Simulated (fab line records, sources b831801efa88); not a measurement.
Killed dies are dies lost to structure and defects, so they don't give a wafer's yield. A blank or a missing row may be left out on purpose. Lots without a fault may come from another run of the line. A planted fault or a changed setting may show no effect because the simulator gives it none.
A struck lot beside a sound one | flow sky130 | 14 steps out of a route of 708
Sound: wafers L905.3, L905.5, L905.6. Struck: wafer L909.5. (L909.1, L909.4 of the same lot were not struck and are left out.) The cause comes at the end.
At each step with rows: each side's tool, then ch and its chambers, then its first start. Under that, the readings that differ: sound wafers | struck wafers | difference of the means | sigmas: that difference in standard deviations of wafers without a fault.
alike: readings whose means differ by less than 2 such deviations, and words and numbers that are the same on both sides. not compared: withheld readings, readings that some wafer has no value for, bounds like >300 that may hide the same value, and numbers for which the record gives no deviation and whose values overlap.
The two part at a step that has a row with sigmas, a row that says differs or no value, or rows on one side only. Numbers that don't overlap but have no deviation are shown without sigmas and don't part them. A reading that every wafer of one side lacks parts them only if that side has two wafers or more.

first, 2 steps without rows for these wafers: SKY_VIA4_PEB_09; SKY_VIA4_DEVELOP_10 (develop time 60 s).
SKY_VIA4_OVL_MEAS_11:
  sound on overlay-02, day 44 23:21; struck on overlay-01, day 46 06:32
  reading       | sound         | struck | difference | sigmas
  VIA4_OVL (nm) | -0.3 1.6 -0.2 | 3.4    | +3.0       | +2
SKY_VIA4_ETCH_12: etches SiO2 in C4F8/O2/Ar, stops on TiN, target depth 580 nm.
  sound on rie_diel-03 ch 0,3, day 44 23:23; struck on rie_diel-02 ch 3, day 46 06:34
  alike: bias_w, oes_product_au, rf_fwd_power_W
SKY_VIA4_STRIP_13: strips in O2/N2.
  sound on plasma_asher-01 ch 0,1, day 44 23:29; struck on plasma_asher-01 ch 0, day 46 06:38
  alike: drypump_motor_current_A, oes_product_au, strip_time_to_endpoint_s
  not compared: rf_hours_counter_h
then, 3 steps without rows for these wafers: SKY_VIA4_STRIP_14 (strips in post etch residue remover, time 1200 s); SKY_VIA4_CLEAN_15 (cleans in IPA, time 180 s); SKY_VIA4_CLEAN_16 (cleans in O3/DIW).
SKY_VIA4_SPUTTER_17: material TiN, target thk 20 nm, time 80 s.
  sound on pvd_sputter-02, day 45 00:05; struck on pvd_sputter-01, day 46 07:14
  alike: throttle_valve_pct
SKY_VIA4_CVD_18: deposits W, target thk 505 nm, time 152.14 s.
  sound on cvd_w-02 ch 0,1, day 45 00:11; struck on cvd_w-02 ch 1, day 46 07:17
  alike: heater_power_w
  not compared: since_wet_clean_h
SKY_VIA4_RS_MEAS_19: measures by four-point-probe.
  sound on film_metro-01, day 45 00:20; struck on film_metro-02, day 46 07:26
  alike: VIA4_W_RS
SKY_VIA4_THK_MEAS_20: measures by xrf.
  sound on film_metro-01, day 45 00:26; struck on film_metro-02, day 46 07:34
  alike: VIA4_W_THK
SKY_VIA4_CMP_21: polishes, stops on SiO2, t overpolish 25 s, target thk 0 nm.
  sound on cmp-01 ch 2,3, day 45 00:31; struck on cmp-01 ch 1, day 46 07:40
  reading                | sound                | struck | difference | sigmas
  overpolish_run_s (s)   | 24.977 24.981 24.993 | 0.045  | -24.939    | -99 or more
  time_to_endpoint_s (s) | 121 121 121          | 191    | +70        | +15
  alike: head_pressure_psi, motor_current_A
SKY_METAL5_SPUTTER_00: material Ti, target thk 15 nm, time 10 s.
  the record has rows for the sound wafers here (pvd_sputter-02, day 45 00:46) and none for the struck ones

WHERE THEY PART
First at SKY_VIA4_OVL_MEAS_11; last, within this record, at SKY_METAL5_SPUTTER_00.

WHY: what the simulator had put in
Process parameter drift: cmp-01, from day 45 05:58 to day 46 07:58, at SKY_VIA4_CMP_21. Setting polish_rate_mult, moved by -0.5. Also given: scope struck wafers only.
